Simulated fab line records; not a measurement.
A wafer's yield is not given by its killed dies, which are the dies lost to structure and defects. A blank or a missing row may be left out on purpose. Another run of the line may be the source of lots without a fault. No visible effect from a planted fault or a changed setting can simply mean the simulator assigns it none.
Matching of chambers ; flow sky130 ; SKY_VIA2_ETCH_14 on rie_diel-01 has 4 sister chambers
The step etches BARC in N2/H2, stops on SiO2, time 45.9 s, target depth 60 nm. 8 wafers are shown with their chamber, then 10 later ones without.

## WAFERS, EACH WITH ITS CHAMBER
wafer;chamber;drypump_motor_current_A (A);throttle_valve_pct (%)
L078.2;2;6.4;13.229
L083.4;3;5.9;13.226
L085.5;3;6.0;13.238
L090.2;0;6.7;13.218
L090.3;1;5.8;13.214
L090.5;0;6.6;13.232
L091.2;2;6.4;13.218
L091.3;1;5.8;13.227

## WAFERS WITHOUT THEIR CHAMBER
wafer;drypump_motor_current_A (A);throttle_valve_pct (%)
L091.4;6.6;13.222
L092.3;5.8;13.218
L092.4;6.0;13.232
L092.5;6.7;13.230
L096.2;6.4;13.228
L096.3;5.9;13.213
L096.5;5.8;13.216
L097.1;6.0;13.230
L097.4;6.7;13.223
L097.5;6.0;13.225

## WHICH CHAMBER EACH WENT THROUGH
wafer;from the rows above;in truth
L091.4;0;0
L092.3;1;1
L092.4;3;3
L092.5;0;0
L096.2;2;2
L096.3;can't be placed: 1 or 3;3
L096.5;1;1
L097.1;3;3
L097.4;0;0
L097.5;3;3
Correctly placed: 9 of 10. Unplaceable from these rows: 1, with the true chamber sitting among the candidates in 1. Wrongly placed: 0.
How it was worked out, from the rows above alone: a wafer's distance from a chamber is the root of the sum, over the readings, of the square of ((its reading less the chamber's mean) divided by the reading's scatter). The wafer belongs to the nearest chamber; if the next one is less than 2 further off, it can't be placed. The mean given for a chamber averages the wafers shown for that chamber. The scatter: the root of (the sum of the squares of (reading less its chamber's mean) over the shown wafers, divided by (wafers less chambers)).
